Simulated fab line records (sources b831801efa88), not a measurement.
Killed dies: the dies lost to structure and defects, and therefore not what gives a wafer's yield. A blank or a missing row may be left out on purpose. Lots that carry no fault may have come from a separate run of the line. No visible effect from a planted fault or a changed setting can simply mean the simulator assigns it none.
fab line records ; flow sky130
record: lots: 12; wafers: 35; last_day: 50
route steps=708 shown LDD_N@253 METAL1@436 VIA1@471 METAL2@495 PAD_OPEN@708
lots with no fault: from the same line, run without faults
start_h: the number of hours between the record's first day and the start of the first shown wafer of the lot ; wait_h: hours elapsed since this lot's preceding step ; " identical to the entry in the row above ; L1.1+2: several wafers, shown together as one row ; - no value present, or no start provided ; * or withheld: withheld ; < > ~ a bound
route shown NAME@n: a module of which the file shows steps, and the number in the route of the first ; usual: mean/standard deviation of fault-free wafers ; same: alike in all rows ; chamber/n: place in a boat ; sites: per-site readings ; _std_site: the standard deviation of these ; _edge_site: inner sites' mean taken away from outer sites' mean ; radius_mm: how far each site lies from the wafer's centre ; mask NAME#n: copy n ; behind: tool/chamber where the wafer was last shaped ; hold: why the lot went on hold/how many hours it stayed there/how the hold came to an end ; device: which transistor (n, p or np) failed to switch ; end of line: the same wafers' tests at the end of the route ; for a step that has no rows: nothing shown but its recipe ; killed: count of dies lost to structure and defects at first sort (not the wafer's yield) ; map: a wafer's dies, marking killed ones x, the rest . and places with no die _
set.NAME: the setting as run; set.NAME@STEP: as run at that earlier step ; model.NAME: the simulator's own value behind a step, which no gauge read
steps of the route over a sample of lots; a table a step, a row a wafer
services: the hour from which a tool's chamber was out of use, counted from the record's first day as start_h (under 0 if before that day), plus the number of hours and why
== steps ==
step: SKY_LDD_N_STRIP_16
recipe: chemistry: O2/N2; power_w: 1400; pressure_mtorr: 1500; platen_temp_c: withheld; o2_flow_sccm: 3000; n2_flow_sccm: 300; overash_fraction: 0.5
usual: drypump_motor_current_A: 5.5/0.55; oes_product_au: 0.407/0.0047; strip_time_to_endpoint_s: 4.318/0.014
lot.wafer;tool;chamber;start_h;wait_h;drypump_motor_current_A;oes_product_au;rf_hours_counter_h;strip_time_to_endpoint_s
L352.1;plasma_asher-01;1;397.96;0.1;4.8;0.402;28;4.315
L352.4;plasma_asher-01;0;397.96;0.1;5.0;0.415;-;4.315
L352.6;plasma_asher-01;0;397.96;0.1;5.0;0.405;-;4.317
L356.3;plasma_asher-03;0;445.95;0.1;5.4;0.410;-;4.311
L356.5;plasma_asher-03;1;445.95;0.1;6.4;0.399;-;4.309
L356.6;plasma_asher-03;0;445.95;0.1;5.4;0.404;-;4.315
L357.1;plasma_asher-01;1;455.89;0.1;4.8;0.405;34;4.314
L357.2;plasma_asher-01;0;455.89;0.1;5.0;0.407;34;4.300
L357.3;plasma_asher-01;1;455.89;0.1;4.8;0.407;-;4.311
L358.3;plasma_asher-01;0;461.50;0.1;5.0;0.405;-;4.299
L358.5;plasma_asher-01;0;461.50;0.1;5.0;0.404;-;4.315
L358.6;plasma_asher-01;1;461.50;0.1;4.8;0.409;-;4.330
L359.1;plasma_asher-04;1;467.49;0.1;6.0;0.406;66;4.313
L359.2;plasma_asher-04;0;467.49;0.1;5.6;0.409;66;4.306
L359.5;plasma_asher-04;0;467.49;0.1;5.7;0.401;-;4.311
L360.2;plasma_asher-03;0;478.95;0.1;5.4;0.416;80;4.310
L360.5;plasma_asher-03;1;478.95;0.1;6.4;0.409;-;4.328
L360.6;plasma_asher-03;0;478.95;0.1;5.4;0.404;-;4.334
L361.3;plasma_asher-03;0;487.00;0.1;5.4;0.411;-;4.325
L361.4;plasma_asher-03;1;487.00;0.1;6.4;0.409;-;4.313
L361.5;plasma_asher-03;1;487.00;0.1;6.3;0.413;-;4.316
L363.1;plasma_asher-01;1;507.89;0.1;4.8;0.413;39;4.319
L363.4;plasma_asher-01;1;507.89;0.1;4.8;0.415;-;4.335
L363.6;plasma_asher-01;1;507.89;0.1;4.8;0.403;-;4.334
L368.1;plasma_asher-01;0;540.04;0.1;5.0;0.411;42;4.344
L368.2;plasma_asher-01;1;540.04;0.1;4.8;0.408;42;4.326
L368.3;plasma_asher-01;0;540.04;0.1;5.0;0.404;-;4.320
L372.2;plasma_asher-04;1;582.45;0.1;6.0;0.411;77;4.332
L372.3;plasma_asher-04;1;582.45;0.1;6.0;0.403;-;4.356
L373.4;plasma_asher-04;1;584.58;0.1;6.0;0.402;-;4.312
L373.5;plasma_asher-04;0;584.58;0.1;5.6;0.413;-;4.310
L373.6;plasma_asher-04;1;584.58;0.1;6.0;0.408;-;4.317
L375.1;plasma_asher-04;0;605.91;0.1;5.6;0.402;80;4.306
L375.2;plasma_asher-04;1;605.91;0.1;6.0;0.411;80;4.315
L375.5;plasma_asher-04;0;605.91;0.1;5.6;0.404;-;4.298
step: SKY_METAL1_SPUTTER_02
recipe: material: AlCu; target_thk_nm: 250; power_w: 10600; time_s: 13.3; chamber_pressure_pa: 0.4
usual: throttle_valve_pct: 30.3/0.53
lot.wafer;tool;chamber;start_h;wait_h;throttle_valve_pct
L352.1;pvd_sputter-03;-;732.50;0.0;29.9
L352.4;pvd_sputter-03;-;732.50;0.0;30.8
L352.6;pvd_sputter-03;-;732.50;0.0;30.0
L356.3;pvd_sputter-04;-;775.12;0.0;31.5
L356.5;pvd_sputter-04;-;775.12;0.0;29.3
L356.6;pvd_sputter-04;-;775.12;0.0;31.5
L357.1;pvd_sputter-04;-;784.22;0.0;30.6
L357.2;pvd_sputter-04;-;784.22;0.0;30.2
L357.3;pvd_sputter-04;-;784.22;0.0;31.2
L358.3;pvd_sputter-03;-;786.90;0.0;29.8
L358.5;pvd_sputter-03;-;786.90;0.0;30.0
L358.6;pvd_sputter-03;-;786.90;0.0;30.7
L359.1;pvd_sputter-02;-;792.72;0.0;30.1
L359.2;pvd_sputter-02;-;792.72;0.0;30.1
L359.5;pvd_sputter-02;-;792.72;0.0;30.8
L360.2;pvd_sputter-02;-;803.69;0.0;29.8
L360.5;pvd_sputter-02;-;803.69;0.0;30.1
L360.6;pvd_sputter-02;-;803.69;0.0;29.9
L361.3;pvd_sputter-02;-;807.77;0.0;29.8
L361.4;pvd_sputter-02;-;807.77;0.0;30.0
L361.5;pvd_sputter-02;-;807.77;0.0;30.1
L363.1;pvd_sputter-04;-;830.70;0.0;29.0
L363.4;pvd_sputter-04;-;830.70;0.0;29.9
L363.6;pvd_sputter-04;-;830.70;0.0;30.0
L368.1;pvd_sputter-03;-;856.47;0.0;30.2
L368.2;pvd_sputter-03;-;856.47;0.0;29.8
L368.3;pvd_sputter-03;-;856.47;0.0;29.7
L372.2;pvd_sputter-02;-;893.69;0.0;30.8
L372.3;pvd_sputter-02;-;893.69;0.0;29.9
L373.4;pvd_sputter-02;-;895.50;0.0;30.7
L373.5;pvd_sputter-02;-;895.50;0.0;30.1
L373.6;pvd_sputter-02;-;895.50;0.0;30.7
L375.1;pvd_sputter-03;-;912.54;0.0;30.3
L375.2;pvd_sputter-03;-;912.54;0.0;29.7
L375.5;pvd_sputter-03;-;912.54;0.0;30.4
step: SKY_VIA1_OVL_MEAS_13
usual: VIA1_OVL: 2/4.9
lot.wafer;tool;chamber;start_h;wait_h;VIA1_OVL[nm]
L352.1;overlay-01;-;787.35;0.1;-5
L352.4;overlay-01;-;787.35;0.1;5
L352.6;overlay-01;-;787.35;0.1;-5
L356.3;overlay-01;-;828.93;0.1;5
L356.5;overlay-01;-;828.93;0.1;9
L356.6;overlay-01;-;828.93;0.1;-1
L357.1;overlay-02;-;839.57;0.1;-2
L357.2;overlay-02;-;839.57;0.1;-2
L357.3;overlay-02;-;839.57;0.1;-7
L358.3;overlay-02;-;841.33;0.1;3
L358.5;overlay-02;-;841.33;0.1;13
L358.6;overlay-02;-;841.33;0.1;-5
L359.1;overlay-01;-;845.57;0.1;4
L359.2;overlay-01;-;845.57;0.1;9
L359.5;overlay-01;-;845.57;0.1;2
L360.2;overlay-02;-;857.83;0.1;9
L360.5;overlay-02;-;857.83;0.1;-1
L360.6;overlay-02;-;857.83;0.1;10
L361.3;overlay-02;-;861.08;0.1;2
L361.4;overlay-02;-;861.08;0.1;-10
L361.5;overlay-02;-;861.08;0.1;4
L363.1;overlay-02;-;884.40;0.1;7
L363.4;overlay-02;-;884.40;0.1;1
L363.6;overlay-02;-;884.40;0.1;0
L368.1;overlay-01;-;909.07;0.1;2
L368.2;overlay-01;-;909.07;0.1;-3
L368.3;overlay-01;-;909.07;0.1;-1
L372.2;overlay-01;-;944.53;0.1;9
L372.3;overlay-01;-;944.53;0.1;-2
L373.4;overlay-02;-;946.44;0.1;-3
L373.5;overlay-02;-;946.44;0.1;7
L373.6;overlay-02;-;946.44;0.1;-5
L375.1;overlay-01;-;963.27;0.1;7
L375.2;overlay-01;-;963.27;0.1;-9
L375.5;overlay-01;-;963.27;0.1;8
step: SKY_METAL2_EXPOSE_12
recipe: mask_id: MM2; na: 0.8; source_shape: annular; sigma_inner: 0.55; sigma_outer: 0.85; target_cd_nm: 140; dose_mj: 28
usual: reticle_temp_C: 22.99/0.1
lot.wafer;tool;chamber;start_h;wait_h;mask;reticle_temp_C
L352.1;krf_scanner-01;0;802.30;-;MM2#0;22.88
L352.4;krf_scanner-01;0;802.30;-;MM2#0;23.11
L352.6;krf_scanner-01;0;802.30;-;MM2#0;22.97
L356.3;krf_scanner-02;0;843.70;-;MM2#0;22.91
L356.5;krf_scanner-02;0;843.70;-;MM2#0;23.00
L356.6;krf_scanner-02;0;843.70;-;MM2#0;22.99
L357.1;krf_scanner-02;0;854.11;-;MM2#0;22.90
L357.2;krf_scanner-02;0;854.11;-;MM2#0;22.82
L357.3;krf_scanner-02;0;854.11;-;MM2#0;22.93
L358.3;krf_scanner-01;0;856.32;-;MM2#0;22.87
L358.5;krf_scanner-01;0;856.32;-;MM2#0;22.92
L358.6;krf_scanner-01;0;856.32;-;MM2#0;23.06
L359.1;krf_scanner-01;0;860.31;-;MM2#0;23.01
L359.2;krf_scanner-01;0;860.31;-;MM2#0;23.08
L359.5;krf_scanner-01;0;860.31;-;MM2#0;22.96
L360.2;krf_scanner-01;0;872.73;-;MM2#0;22.97
L360.5;krf_scanner-01;0;872.73;-;MM2#0;23.15
L360.6;krf_scanner-01;0;872.73;-;MM2#0;22.88
L361.3;krf_scanner-01;0;876.05;-;MM2#0;23.01
L361.4;krf_scanner-01;0;876.05;-;MM2#0;22.94
L361.5;krf_scanner-01;0;876.05;-;MM2#0;23.01
L363.1;krf_scanner-02;0;899.15;-;MM2#0;22.91
L363.4;krf_scanner-02;0;899.15;-;MM2#0;22.90
L363.6;krf_scanner-02;0;899.15;-;MM2#0;22.73
L368.1;krf_scanner-01;0;923.35;-;MM2#0;23.11
L368.2;krf_scanner-01;0;923.35;-;MM2#0;23.12
L368.3;krf_scanner-01;0;923.35;-;MM2#0;23.20
L372.2;krf_scanner-01;0;958.35;-;MM2#0;23.16
L372.3;krf_scanner-01;0;958.35;-;MM2#0;23.27
L373.4;krf_scanner-02;0;960.84;-;MM2#0;22.89
L373.5;krf_scanner-02;0;960.84;-;MM2#0;22.94
L373.6;krf_scanner-02;0;960.84;-;MM2#0;23.00
L375.1;krf_scanner-02;0;976.69;-;MM2#0;22.86
L375.2;krf_scanner-02;0;976.69;-;MM2#0;22.89
L375.5;krf_scanner-02;0;976.69;-;MM2#0;22.96
step: SKY_METAL2_CD_MEAS_15
recipe: target_cd_nm: 140
usual: cd_nm: 139.7/1.3
lot.wafer;tool;chamber;start_h;wait_h;cd_nm
L352.1;cd_sem-02;-;815.10;-;140.1
L352.4;cd_sem-02;-;815.10;-;139.0
L352.6;cd_sem-02;-;815.10;-;139.6
L356.3;cd_sem-01;-;856.74;-;140.0
L356.5;cd_sem-01;-;856.74;-;138.2
L356.6;cd_sem-01;-;856.74;-;138.8
L357.1;cd_sem-02;-;866.41;-;140.0
L357.2;cd_sem-02;-;866.41;-;139.3
L357.3;cd_sem-02;-;866.41;-;139.2
L358.3;cd_sem-02;-;869.10;-;140.4
L358.5;cd_sem-02;-;869.10;-;140.2
L358.6;cd_sem-02;-;869.10;-;141.1
L359.1;cd_sem-01;-;873.06;-;138.3
L359.2;cd_sem-01;-;873.06;-;138.2
L359.5;cd_sem-01;-;873.06;-;140.4
L360.2;cd_sem-01;-;885.57;-;138.8
L360.5;cd_sem-01;-;885.57;-;138.2
L360.6;cd_sem-01;-;885.57;-;139.2
L361.3;cd_sem-02;-;888.50;-;141.2
L361.4;cd_sem-02;-;888.50;-;140.7
L361.5;cd_sem-02;-;888.50;-;141.1
L363.1;cd_sem-02;-;911.41;-;139.0
L363.4;cd_sem-02;-;911.41;-;139.1
L363.6;cd_sem-02;-;911.41;-;140.7
L368.1;cd_sem-02;-;935.65;-;142.7
L368.2;cd_sem-02;-;935.65;-;97.0
L368.3;cd_sem-02;-;935.65;-;96.4
L372.2;cd_sem-01;-;970.22;-;96.9
L372.3;cd_sem-01;-;970.22;-;98.8
L373.4;cd_sem-02;-;972.71;-;141.8
L373.5;cd_sem-02;-;972.71;-;141.5
L373.6;cd_sem-02;-;972.71;-;142.3
L375.1;cd_sem-02;-;988.56;-;139.3
L375.2;cd_sem-02;-;988.56;-;138.3
L375.5;cd_sem-02;-;988.56;-;138.8
step: SKY_PAD_OPEN_PROBE_99
usual: defect_limited_yield: 82.8/2.1; killed_at_M0_to_M3: 43/7.7; killed_at_M4_up: 3.1/1.7; killed_at_contacts: 23/4.8; killed_at_front_end: 15/4.5; killed_at_other: 0.3/0.58; killed_dies: 85/10; killed_on_rim: 17/3.8; killed_open: 46/7.5; killed_short: 38/6.5; sort_bin_3_pad_short: 0.8/0.38; sort_bin_5_function: 10.3/1.7; sort_bin_6_memory: 6.1/1.1; sort_n_pass: 407/10; sort_yield_pct: 82.8/2.1
same: gross_dies: 492; killed_at_back_side: 0; sort_bin_4_leakage[%]: 0; sort_bin_8_speed[%]: 0
lot.wafer;tool;chamber;start_h;wait_h;defect_limited_yield[%];killed_at_M0_to_M3;killed_at_M4_up;killed_at_contacts;killed_at_front_end;killed_at_other;killed_dies;killed_on_rim;killed_open;killed_short;sort_bin_3_pad_short[%];sort_bin_5_function[%];sort_bin_6_memory[%];sort_n_pass;sort_yield_pct[%]
L357.1;prober-02;-;1113.73;0.1;78.7;52;3;30;19;1;105;21;51;54;1.0;12.4;7.9;387;78.7
L357.2;prober-02;-;1113.78;0.1;82.9;43;3;22;16;0;84;17;44;40;0.2;9.6;7.3;408;82.9
L357.3;prober-02;-;1113.83;0.2;82.5;48;0;30;8;0;86;15;47;39;1.0;10.8;5.7;406;82.5
L358.3;prober-01;-;1116.68;0.2;81.7;52;4;17;17;0;90;17;49;41;1.8;11.8;4.7;402;81.7
L358.5;prober-01;-;1116.78;0.2;83.9;38;1;23;17;0;79;18;41;38;0.4;9.1;6.5;413;83.9
L358.6;prober-01;-;1116.83;0.2;83.3;34;3;22;23;0;82;12;48;34;0.8;10.6;5.3;410;83.3
L368.1;prober-02;-;1164.04;0.1;83.3;49;4;22;6;1;82;19;37;45;0.4;9.1;7.1;410;83.3
L368.2;prober-02;-;1164.09;0.1;0.4;452;6;19;11;2;490;96;43;36;0.6;94.5;4.5;2;0.4
L368.3;prober-02;-;1164.14;0.2;0;451;1;23;17;0;492;96;42;43;1.2;92.1;6.7;0;0
L372.2;prober-02;-;1191.13;0.1;0;431;3;42;16;0;492;96;73;45;0.8;90.2;8.9;0;0
L372.3;prober-02;-;1191.18;0.2;0;451;3;21;17;0;492;96;50;36;0.8;92.3;6.9;0;0
L373.4;prober-01;-;1191.50;0.2;82.9;35;2;32;15;0;84;20;43;41;1.0;10.8;5.3;408;82.9
L373.5;prober-01;-;1191.55;0.2;83.9;36;3;31;9;0;79;16;51;28;0.4;9.8;5.9;413;83.9
killed by level:class
L357.1 VIA3:geometric_particle:open=10 VIA1:geometric_particle:open=8 CONTACT:geometric_particle:open=8 CONTACT:geometric_particle:short=6 METAL2:geometric_particle:short=6 VIA1:geometric_particle:short=6 VIA2:geometric_particle:open=6 POLY_GATE:geometric_particle:short=5
L357.2 VIA1:geometric_particle:open=11 CONTACT:geometric_particle:open=10 VIA1:geometric_particle:short=8 METAL1:geometric_particle:short=7 FIELD_ISO:geometric_particle:open=5 LOCAL_INTERCONNECT:geometric_particle:short=5 VIA2:geometric_particle:open=4 POLY_GATE:geometric_particle:short=3
L357.3 VIA1:geometric_particle:open=13 LI_CONTACT:geometric_particle:open=9 VIA1:geometric_particle:short=9 CONTACT:geometric_particle:open=8 LOCAL_INTERCONNECT:geometric_particle:short=6 CONTACT:geometric_particle:short=6 VIA2:geometric_particle:open=6 POLY_GATE:geometric_particle:short=4
L358.3 FIELD_ISO:geometric_particle:open=9 VIA1:geometric_particle:open=9 METAL1:geometric_particle:short=8 VIA3:geometric_particle:open=8 CONTACT:geometric_particle:open=7 VIA1:geometric_particle:short=6 VIA2:geometric_particle:open=6 CONTACT:geometric_particle:short=5
L358.5 VIA3:geometric_particle:open=8 CONTACT:geometric_particle:short=7 METAL1:geometric_particle:short=6 LI_CONTACT:geometric_particle:open=5 CONTACT:geometric_particle:open=5 VIA1:geometric_particle:open=5 METAL2:geometric_particle:short=4 VIA3:geometric_particle:short=4
L358.6 VIA1:geometric_particle:open=10 FIELD_ISO:geometric_particle:short=9 CONTACT:geometric_particle:short=9 FIELD_ISO:geometric_particle:open=8 CONTACT:geometric_particle:open=8 VIA2:geometric_particle:open=6 LI_CONTACT:geometric_particle:open=4 VIA3:geometric_particle:open=4
L368.1 VIA3:geometric_particle:open=12 VIA1:geometric_particle:open=8 METAL2:geometric_particle:short=7 CONTACT:geometric_particle:short=7 VIA1:geometric_particle:short=7 CONTACT:geometric_particle:open=5 METAL4:geometric_particle:short=4 LI_CONTACT:geometric_particle:open=4
L368.2 METAL2:area_expose=411 VIA1:geometric_particle:open=12 LI_CONTACT:geometric_particle:open=9 METAL2:geometric_particle:short=8 VIA3:geometric_particle:open=8 METAL4:geometric_particle:short=6 LOCAL_INTERCONNECT:geometric_particle:short=4 CONTACT:geometric_particle:open=4
L368.3 METAL2:area_expose=407 METAL2:geometric_particle:short=10 CONTACT:geometric_particle:open=9 METAL1:geometric_particle:short=9 FIELD_ISO:geometric_particle:open=7 LI_CONTACT:geometric_particle:open=7 VIA3:geometric_particle:open=7 VIA2:geometric_particle:open=5
L372.2 METAL2:area_expose=373 VIA1:geometric_particle:open=24 CONTACT:geometric_particle:open=18 LI_CONTACT:geometric_particle:open=9 LOCAL_INTERCONNECT:geometric_particle:short=7 VIA1:geometric_particle:short=6 FIELD_ISO:geometric_particle:open=5 CONTACT:geometric_particle:short=5
L372.3 METAL2:area_expose=406 CONTACT:geometric_particle:open=9 VIA1:geometric_particle:open=9 VIA2:geometric_particle:open=7 VIA1:geometric_particle:short=6 METAL1:geometric_particle:short=6 FIELD_ISO:geometric_particle:short=5 METAL1:geometric_particle:open=5
L373.4 CONTACT:geometric_particle:open=12 VIA1:geometric_particle:open=10 LI_CONTACT:geometric_particle:open=8 FIELD_ISO:geometric_particle:short=7 METAL1:geometric_particle:short=6 CONTACT:geometric_particle:short=5 METAL2:geometric_particle:short=5 LOCAL_INTERCONNECT:geometric_particle:short=4
L373.5 CONTACT:geometric_particle:open=16 METAL1:geometric_particle:short=11 LI_CONTACT:geometric_particle:open=10 VIA3:geometric_particle:open=5 POLY_GATE:geometric_particle:open=4 VIA1:geometric_particle:open=4 VIA3:geometric_particle:short=4 VIA1:geometric_particle:short=3
== services ==
tool;chamber;start_h;hours;kind
krf_scanner-01;-;393.56;0.8;pm
krf_scanner-02;-;398.72;1.0;pm
krf_scanner-01;-;406.05;1.3;pm
krf_scanner-02;-;407.37;1.3;pm
plasma_asher-01;-;442.52;1.5;repair
krf_scanner-01;-;462.63;0.8;repair
krf_scanner-02;-;494.81;3.6;pm
krf_scanner-02;-;522.15;0.8;pm
krf_scanner-02;-;531.91;1.9;repair
krf_scanner-01;-;541.37;1.0;pm
krf_scanner-01;-;562.36;0.8;pm
krf_scanner-01;-;567.12;4.0;pm
krf_scanner-02;-;571.14;1.0;pm
krf_scanner-01;-;581.95;1.3;pm
krf_scanner-02;-;583.25;1.3;pm
krf_scanner-01;-;710.37;1.0;pm
krf_scanner-01;-;725.14;0.8;pm
krf_scanner-01;-;731.16;0.8;pm
krf_scanner-01;-;753.89;2.3;repair
krf_scanner-01;-;757.85;1.3;pm
krf_scanner-01;-;832.20;8.0;repair
krf_scanner-01;-;879.37;1.0;pm
krf_scanner-01;-;899.96;0.8;pm
krf_scanner-01;-;946.82;1.3;pm
== key ==
first_sign: step: SKY_METAL2_CD_MEAS_15; reading: cd_nm; direction: down; sigmas: 33; usual: 139.7; struck: 97.3
effect: step: SKY_PAD_OPEN_PROBE_99; reading: killed_at_M0_to_M3; direction: up; sigmas: 53; usual: 43; struck: 446
more_kills_born_at: SKY_METAL2_EXPOSE_12@krf_scanner-01: 1597
met_at SKY_METAL2_EXPOSE_12
struck_lots L368,L372
struck_wafers L368.2,L368.3,L372.2,L372.3
later_rows_left_out L368.2,L368.3,L372.2,L372.3
not_acting_at SKY_LDD_N_STRIP_16,SKY_METAL1_SPUTTER_02,SKY_VIA1_OVL_MEAS_13
onset_between 876.05 923.35
fault: kind: process_parameter_drift; tool: krf_scanner-01; chamber: -; onset_h: 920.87; steps: SKY_METAL2_EXPOSE_12; channel: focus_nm; offset: 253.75; shape: step; end_h: 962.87; scope: struck_wafers_only
later_rows_left_out: the simulator's readings of these wafers behind a module that went badly wrong aren't trusted and aren't shown, but for the sort
